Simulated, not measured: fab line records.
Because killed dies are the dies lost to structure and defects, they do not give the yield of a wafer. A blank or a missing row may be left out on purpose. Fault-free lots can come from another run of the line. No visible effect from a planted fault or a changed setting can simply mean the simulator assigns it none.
The tool behind it: which one? -- flow gf180mcu -- 11 lots, 33 wafers sampled, at 1 step of a route of 602

== WHAT THE GAUGES SHOWED, per wafer ==
GF_STI_THK_MEAS_02.
lot,measured,on,STI_OXIDATION_THK (nm)
L530,day 1 16:31,film_metro-03,10.19 10.18 10.16
L531,day 1 21:32,film_metro-04,9.75 9.91 9.99
L532,day 2 02:35,film_metro-02,10.24 9.93 9.92
L533,day 2 08:20,film_metro-03,9.86 10.22 10.10
L534,day 2 12:54,film_metro-02,10.25 10.33 10.34
L535,day 2 17:31,film_metro-03,10.54 10.44 10.39
L536,day 2 22:31,film_metro-02,10.26 10.11 10.13
L537,day 3 05:34,film_metro-02,10.67 10.63 10.52
L538,day 3 10:23,film_metro-02,10.32 10.45 10.32
L551,day 6 02:19,film_metro-02,10.06 10.03 10.10
L552,day 6 06:32,film_metro-03,10.07 10.02 10.33

== WHICH TOOL RAN EACH LOT (tool, then ch and the chambers of the sampled wafers, then the start) ==
Before these readings, the record contains no process step.

== THE ANSWER, worked out from the rows above alone ==
Rule: what is usual is taken from the lots themselves. Put in order of their means at a reading, lots are off if they are a third of the lots or fewer, leave a main group of 4 or more, and stand apart from it by a gap of 3 or more times the standard deviation of the main group's means; of several such gaps the widest counts. A main group whose means are all the same, to the digits that the tables above print for the reading, isn't used. A lot without any number at a reading at which 4 lots or more have one is off too. Any other lot the step has rows for is counted as sound.
Across all readings shown, no lot is off: no conclusion can be drawn from this.

== WHAT WAS PUT IN BY THE SIMULATOR ==
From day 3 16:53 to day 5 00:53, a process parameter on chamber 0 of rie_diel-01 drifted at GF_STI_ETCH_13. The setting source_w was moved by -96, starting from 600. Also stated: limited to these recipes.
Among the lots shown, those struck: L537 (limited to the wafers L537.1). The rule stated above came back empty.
